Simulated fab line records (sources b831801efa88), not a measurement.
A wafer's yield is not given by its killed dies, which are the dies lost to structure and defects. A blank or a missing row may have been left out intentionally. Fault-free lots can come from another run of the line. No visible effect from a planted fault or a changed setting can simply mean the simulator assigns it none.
fab line records ; flow sfq_line ; part 2 of 2: steps 27 to 36 of 36
record: lots: 5; wafers: 15; last_day: 81
route steps=325 shown L0V@19 M0@28 I0@43
lots that met no fault: taken from a fault-free run of the same line
start_h: hours from the record's first day to the start of the lot's first wafer shown ; wait_h: time in hours since the lot's previous step ; " as in the row above ; L1.1+2: one row covering several wafers at once ; - no value, or no start given ; * or withheld: withheld ; < > ~ a bound
route shown NAME@n: names a module that has steps shown in the file, with the first one's number in the route ; usual: the fault-free wafers' mean and standard deviation ; same: alike in all rows ; chamber/n: place in a boat ; sites: the reading at each site ; _std_site: the standard deviation of these ; _edge_site: outer sites' mean less inner sites' ; radius_mm: for every site, how far away it sits from the centre of the wafer ; mask NAME#n: copy n ; behind: the tool/chamber that last shaped the wafer ; hold: reason for holding the lot/hours on hold/outcome of the hold ; device: which transistor (n, p or np) failed to switch ; end of line: at the end of the route, the tests of the same wafers ; a step given without rows: its recipe and nothing more ; killed: not the wafer's yield, but the dies lost to structure and defects at the first sort ; map: the dies of a wafer, with x for killed, . for not killed, _ for no die there
set.NAME: the run value of the setting; set.NAME@STEP: its run value at that earlier step ; model.NAME: the simulator's own value behind a step, which no gauge read
a table for each step, a row for each wafer; lots at some steps of the route
services: from which hour (start_h, from the record's first day; less than 0 if before it) a tool's chamber was out of use, for how many hours, and why
== steps ==
step: SFQ_TRILAYER_I0_METRO_MEASURE_029
usual: thk_nm: 200.3/1
lot.wafer;tool;chamber;start_h;wait_h;thk_nm
L075.1;film_metro-03;-;194.65;0.1;198.7
L075.2;film_metro-03;-;194.65;0.1;199.3
L075.5;film_metro-03;-;194.65;0.1;199.2
L076.1;film_metro-01;-;203.65;0.1;199.7
L076.2;film_metro-01;-;203.65;0.1;199.8
L076.6;film_metro-01;-;203.65;0.1;200.1
L077.2;film_metro-03;-;208.48;0.3;201.4
L077.5;film_metro-03;-;208.48;0.3;200.7
L077.6;film_metro-03;-;208.48;0.3;201.3
L080.1;film_metro-04;-;238.30;0.1;200.6
L080.5;film_metro-04;-;238.30;0.1;200.4
L080.6;film_metro-04;-;238.30;0.1;200.6
L086.1;film_metro-03;-;290.86;0.1;200.3
L086.4;film_metro-03;-;290.86;0.1;200.6
L086.6;film_metro-03;-;290.86;0.1;199.4
step: SFQ_TRILAYER_I0_VIA_LITHO_COAT_036
recipe: resist: BARC; spin_rpm: 3000; resist_thk_nm: 62
lot.wafer;tool;chamber;start_h;wait_h
L075.1+2+5;litho_track-03;0;195.85;1.0
L076.1+2+6;litho_track-01;0;204.85;1.0
L077.2+5+6;litho_track-03;0;209.53;0.8
L080.1+5+6;litho_track-01;0;239.51;1.0
L086.1+4+6;litho_track-03;0;292.06;1.0
step: SFQ_TRILAYER_I0_VIA_LITHO_COAT_031
recipe: resist: KrF; spin_rpm: 3000; resist_thk_nm: 650
lot.wafer;tool;chamber;start_h;wait_h
L075.1+2+5;litho_track-03;0;196.15;0.2
L076.1+2+6;litho_track-01;0;205.15;0.2
L077.2+5+6;litho_track-03;0;209.83;0.2
L080.1+5+6;litho_track-01;0;239.81;0.2
L086.1+4+6;litho_track-03;0;292.36;0.2
step: SFQ_TRILAYER_I0_VIA_LITHO_SOFTBAKE_035
recipe: temp_c: withheld; time_s: withheld; resist: KrF
lot.wafer;tool;chamber;start_h;wait_h
L075.1+2+5;litho_track-03;0;196.45;0.2
L076.1+2+6;litho_track-01;0;205.45;0.2
L077.2+5+6;litho_track-03;0;210.11;0.2
L080.1+5+6;litho_track-01;0;240.11;0.2
L086.1+4+6;litho_track-03;0;292.66;0.2
step: SFQ_TRILAYER_I0_VIA_LITHO_EXPOSE_032
recipe: mask_id: I0; na: 0.6; source_shape: conventional; sigma_outer: 0.65; target_cd_nm: 500; dose_mj: 21.57
usual: reticle_temp_C: 23.01/0.1
same: na: 0.6
lot.wafer;tool;chamber;start_h;wait_h;mask;reticle_temp_C
L075.1;krf_scanner-02;0;287.21;-;I0#0;22.86
L075.2;krf_scanner-02;0;287.21;-;I0#0;22.90
L075.5;krf_scanner-02;0;287.21;-;I0#0;22.98
L076.1;krf_scanner-02;0;294.81;-;I0#0;23.02
L076.2;krf_scanner-02;0;294.81;-;I0#0;23.19
L076.6;krf_scanner-02;0;294.81;-;I0#0;23.12
L077.2;krf_scanner-02;0;299.81;-;I0#0;23.04
L077.5;krf_scanner-02;0;299.81;-;I0#0;23.15
L077.6;krf_scanner-02;0;299.81;-;I0#0;23.07
L080.1;krf_scanner-02;0;336.54;-;I0#0;22.84
L080.5;krf_scanner-02;0;336.54;-;I0#0;22.99
L080.6;krf_scanner-02;0;336.54;-;I0#0;22.96
L086.1;krf_scanner-02;0;399.89;-;I0#0;22.97
L086.4;krf_scanner-02;0;399.89;-;I0#0;22.96
L086.6;krf_scanner-02;0;399.89;-;I0#0;23.05
step: SFQ_TRILAYER_I0_VIA_LITHO_PEB_034
recipe: peb_temp_c: 115; peb_time_s: 60; resist: KrF
usual: plate_temp_C: 115.05/0.12
lot.wafer;tool;chamber;start_h;wait_h;plate_temp_C
L075.1;litho_track-03;0;288.41;1.0;115.13
L075.2;litho_track-03;0;288.41;1.0;115.01
L075.5;litho_track-03;0;288.41;1.0;115.07
L076.1;litho_track-04;0;296.01;1.0;114.98
L076.2;litho_track-04;0;296.01;1.0;115.08
L076.6;litho_track-04;0;296.01;1.0;115.02
L077.2;litho_track-04;0;300.83;0.8;115.01
L077.5;litho_track-04;0;300.83;0.8;114.98
L077.6;litho_track-04;0;300.83;0.8;114.89
L080.1;litho_track-04;0;337.74;1.0;115.20
L080.5;litho_track-04;0;337.74;1.0;115.07
L080.6;litho_track-04;0;337.74;1.0;115.11
L086.1;litho_track-04;0;401.09;1.0;115.03
L086.4;litho_track-04;0;401.09;1.0;115.11
L086.6;litho_track-04;0;401.09;1.0;114.97
step: SFQ_TRILAYER_I0_VIA_LITHO_DEVELOP_033
recipe: time_s: 60; resist: KrF
lot.wafer;tool;chamber;start_h;wait_h
L075.1+2+5;litho_track-03;0;288.56;0.1
L076.1+2+6;litho_track-04;0;296.16;0.1
L077.2+5+6;litho_track-04;0;300.98;0.1
L080.1+5+6;litho_track-04;0;337.89;0.1
L086.1+4+6;litho_track-04;0;401.24;0.1
step: SFQ_I0_OVL_MEAS_908
usual: I0_OVL: 0/4.5
lot.wafer;tool;chamber;start_h;wait_h;I0_OVL[nm]
L075.1;overlay-02;-;288.71;0.1;3
L075.2;overlay-02;-;288.71;0.1;11
L075.5;overlay-02;-;288.71;0.1;10
L076.1;overlay-02;-;296.33;0.1;0
L076.2;overlay-02;-;296.33;0.1;0
L076.6;overlay-02;-;296.33;0.1;-7
L077.2;overlay-02;-;301.11;0.1;3
L077.5;overlay-02;-;301.11;0.1;-3
L077.6;overlay-02;-;301.11;0.1;-4
L080.1;overlay-01;-;338.04;0.1;-5
L080.5;overlay-01;-;338.04;0.1;-4
L080.6;overlay-01;-;338.04;0.1;-5
L086.1;overlay-02;-;401.39;0.1;4
L086.4;overlay-02;-;401.39;0.1;2
L086.6;overlay-02;-;401.39;0.1;4
step: SFQ_TRILAYER_I0_VIA_BARC_OPEN_VIA_ETCH_046
recipe: mask_material: PR; chemistry: O2; target_depth_nm: 125; target: BARC; source_w: 500; bias_w: 80; pressure_mtorr: 30; time_s: 41.7
usual: bias_w: 80.02/0.25; drypump_motor_current_A: 5.81/0.29; oes_product_au: 0.685/0.0047
lot.wafer;tool;chamber;start_h;wait_h;bias_w;drypump_motor_current_A;oes_product_au;rf_hours_counter_h
L075.1;rie_diel-02;0;288.74;0.0;79.51;5.54;0.688;0
L075.2;rie_diel-02;3;288.74;0.0;80.12;6.46;0.682;107
L075.5;rie_diel-02;2;288.74;0.0;80.35;5.31;0.680;-
L076.1;rie_diel-04;2;296.37;0.0;79.89;5.92;0.683;5
L076.2;rie_diel-04;0;296.37;0.0;80.14;5.49;0.686;52
L076.6;rie_diel-04;1;296.37;0.0;79.17;6.11;0.680;-
L077.2;rie_diel-02;3;301.14;0.0;79.98;6.45;0.674;107
L077.5;rie_diel-02;2;301.14;0.0;80.71;5.31;0.676;-
L077.6;rie_diel-02;3;301.14;0.0;80.05;6.45;0.684;-
L080.1;rie_diel-04;2;338.07;0.0;80.43;5.97;0.690;5
L080.5;rie_diel-04;1;338.07;0.0;80.12;6.10;0.681;-
L080.6;rie_diel-04;2;338.07;0.0;80.11;6.02;0.690;-
L086.1;rie_diel-01;0;401.43;0.0;79.67;6.03;0.688;2
L086.4;rie_diel-01;1;401.43;0.0;79.82;5.58;0.691;-
L086.6;rie_diel-01;3;401.43;0.0;80.21;5.69;0.685;-
step: SFQ_TRILAYER_I0_VIA_ETCH_VIA_ETCH_034
recipe: target: SiO2; stop_on: Nb; mask_material: PR; taper_deg: 20; chemistry: CHF3; target_depth_nm: 260; source_w: 500; bias_w: 80; pressure_mtorr: 30; time_s: withheld
usual: bias_w: 79.97/0.25; drypump_motor_current_A: 5.81/0.29; oes_product_au: 0.856/0.005
lot.wafer;tool;chamber;start_h;wait_h;bias_w;drypump_motor_current_A;oes_product_au
L075.1;rie_diel-02;0;288.78;0.0;79.54;5.55;0.847
L075.2;rie_diel-02;3;288.78;0.0;79.96;6.46;0.854
L075.5;rie_diel-02;2;288.78;0.0;79.98;5.29;0.852
L076.1;rie_diel-04;2;296.41;0.0;79.72;5.97;0.854
L076.2;rie_diel-04;0;296.41;0.0;80.24;5.46;0.850
L076.6;rie_diel-04;1;296.41;0.0;80.24;6.03;0.854
L077.2;rie_diel-02;3;301.18;0.0;79.82;6.51;0.861
L077.5;rie_diel-02;2;301.18;0.0;79.94;5.30;0.852
L077.6;rie_diel-02;3;301.18;0.0;79.79;6.48;0.855
L080.1;rie_diel-04;2;338.11;0.0;79.93;5.99;0.857
L080.5;rie_diel-04;1;338.11;0.0;80.18;6.11;0.857
L080.6;rie_diel-04;2;338.11;0.0;79.63;5.99;0.862
L086.1;rie_diel-01;0;401.47;0.0;79.77;6.00;0.857
L086.4;rie_diel-01;1;401.47;0.0;80.15;5.58;0.855
L086.6;rie_diel-01;3;401.47;0.0;80.11;5.68;0.855
== services ==
tool;chamber;start_h;hours;kind
krf_scanner-02;-;28.04;4.4;pm
rie_diel-02;2;36.49;14.3;repair
krf_scanner-02;-;48.01;1.0;pm
krf_scanner-02;-;54.97;0.6;repair
rie_diel-03;2;59.62;5.0;repair
krf_scanner-02;-;60.36;4.0;pm
krf_scanner-02;-;67.20;0.8;repair
rie_diel-02;3;74.73;4.1;repair
rie_diel-03;0;131.44;16.1;repair
krf_scanner-02;-;132.78;1.3;pm
krf_scanner-02;-;136.27;3.3;repair
krf_scanner-02;-;141.92;0.7;repair
krf_scanner-02;-;147.46;0.8;pm
rie_diel-03;-;191.62;2.8;pm
krf_scanner-02;-;216.61;1.0;pm
rie_diel-03;-;235.72;0.7;repair
rie_diel-03;3;248.82;3.4;repair
rie_diel-03;0;263.73;13.0;repair
krf_scanner-02;-;309.21;1.3;pm
rie_metal-02;0;312.35;1.2;repair
krf_scanner-02;-;315.31;0.8;pm
krf_scanner-02;-;370.14;3.6;pm
rie_diel-03;1;383.29;2.8;repair
krf_scanner-02;-;385.69;1.0;pm
